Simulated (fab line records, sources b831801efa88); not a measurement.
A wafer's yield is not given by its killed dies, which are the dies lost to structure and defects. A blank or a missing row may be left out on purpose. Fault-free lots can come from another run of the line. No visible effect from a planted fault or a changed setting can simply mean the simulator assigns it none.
One fault seen from 2 desks :: flow gf180mcu :: each desk has only its own numbers; what lay behind them comes last

## FOR THE TOOL OWNER'S DESK: lpcvd-02
The tool's own readings at GF_HV_LDD_CVD_56 (deposits Si3N4 from DCS/NH3, target thk 90 nm, time 1543 s): means of the sampled wafers that have a number, for each lot that ran on this tool. Any lot whose mean is over 4 standard deviations away from the usual mean is out of limits and marked OUT; that distance is given in the brackets.
Columns: A = spike_tc_centre_C at GF_HV_LDD_CVD_56, usual 770.9 C; B = spike_tc_lower_C at GF_HV_LDD_CVD_56, usual 770.7 C; C = zone_power_centre_pct at GF_HV_LDD_CVD_56, usual 13.7 %; D = zone_power_lower_pct at GF_HV_LDD_CVD_56, usual 14.0 %; E = zone_power_upper_pct at GF_HV_LDD_CVD_56, usual 13.1 %
lot: L248
first seen here: day 15 00:33
A: 734.7 (-28) OUT
B: 776.2
C: 4.0 (-20) OUT
D: 18.7 (+4.7) OUT
E: 17.2 (+6.3) OUT

lot: L250
first seen here: day 15 08:53
A: 734.7 (-28) OUT
B: 776.8 (+4.4) OUT
C: 4.0 (-20) OUT
D: 18.6 (+4.6) OUT
E: 17.3 (+6.5) OUT

lot: L256
first seen here: day 17 20:55
A: 770.0
B: 770.5
C: 14.0
D: 13.3
E: 12.2

lot: L255
first seen here: day 18 01:58
A: 770.3
B: 772.1
C: 13.5
D: 13.5
E: 12.6

lot: L261
first seen here: day 18 23:04
A: 769.8
B: 770.4
C: 13.9
D: 13.2
E: 12.2

lot: L262
first seen here: day 19 14:06
A: 770.3
B: 772.8
C: 13.3
D: 13.5
E: 12.6

lot: L263
first seen here: day 19 19:55
A: 771.0
B: 772.1
C: 13.4
D: 13.6
E: 12.5
This desk finds L248, L250 out of limits, L248 being first, at day 15 00:33 (spike_tc_centre_C at GF_HV_LDD_CVD_56). L256, L255, L261, L262, L263: within limits.

## AT THE METROLOGY DESK
What the gauges read for every lot (on any tool): the sampled wafers with a number, averaged. Any lot whose mean is over 4 standard deviations away from the usual mean is out of limits and marked OUT; that distance is given in the brackets.
Columns: A = MVPSD_RS at GF_VT_IMPLANT_RS_MEAS_49, usual 1168 ohm/sq; B = HV_LDD_01_OVL at GF_HV_LDD_OVL_MEAS_20, usual -0.4 nm; C = HV_LDD_3_TW at GF_HV_LDD_TW_MEAS_38, usual 1432; D = HV_LDD_CVD_56_THK at GF_HV_LDD_THK_MEAS_57, usual 90.5 nm
lot: L248
first seen here: day 9 17:48
A: 1166
B: -0.4
C: 1438
D: 69.6 (-19) OUT

lot: L250
first seen here: day 10 00:44
A: 1170
B: -0.0
C: 1417
D: 79.2 (-10) OUT

lot: L251
first seen here: day 10 21:20
A: 1161
B: 1.3
C: 1434
D: 91.2

lot: L254
first seen here: day 11 11:05
A: 1165
B: -1.2
C: 1445
D: 92.3

lot: L256
first seen here: day 12 02:16
A: 1166
B: -3.2
C: 1440
D: 89.5

lot: L255
first seen here: day 12 05:40
A: 1169
B: 0.7
C: 1442
D: 89.9

lot: L258
first seen here: day 12 10:38
A: 1169
B: -1.3
C: 1437
D: 92.7

lot: L257
first seen here: day 12 11:34
A: 1164
B: -0.1
C: 1438
D: 91.2

lot: L261
first seen here: day 13 03:04
A: 1170
B: -0.8
C: 1440
D: 88.9

lot: L260
first seen here: day 13 05:14
A: 1168
B: -0.5
C: 1421
D: 90.6

lot: L262
first seen here: day 13 14:23
A: 1168
B: -1.3
C: 1421
D: 90.9

lot: L263
first seen here: day 13 17:53
A: 1166
B: -0.4
C: 1433
D: 89.9
Finding of this desk: L248, L250 out of limits, first seen on L248 at day 15 01:59 (HV_LDD_CVD_56_THK at GF_HV_LDD_THK_MEAS_57). L251, L254, L256, L255, L258, L257, L261, L260, L262, L263: within limits.

## PUT TOGETHER
On L248, L250, at day 15 00:33, an alarm was possible from the tool owner's desk.
Metrology desk: alarm possible at day 15 01:59 on L248, L250.
Of the lots named, all ran GF_HV_LDD_CVD_56 on lpcvd-02.

## WHAT THE SIMULATOR HAD INSERTED
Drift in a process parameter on lpcvd-02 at GF_HV_LDD_CVD_56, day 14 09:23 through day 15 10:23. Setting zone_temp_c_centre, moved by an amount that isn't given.
Struck lots among those shown: L248, L250.
Time in hours from fault onset to the first out-of-limits reading at each desk: tool owner's desk 15, metrology desk 17.
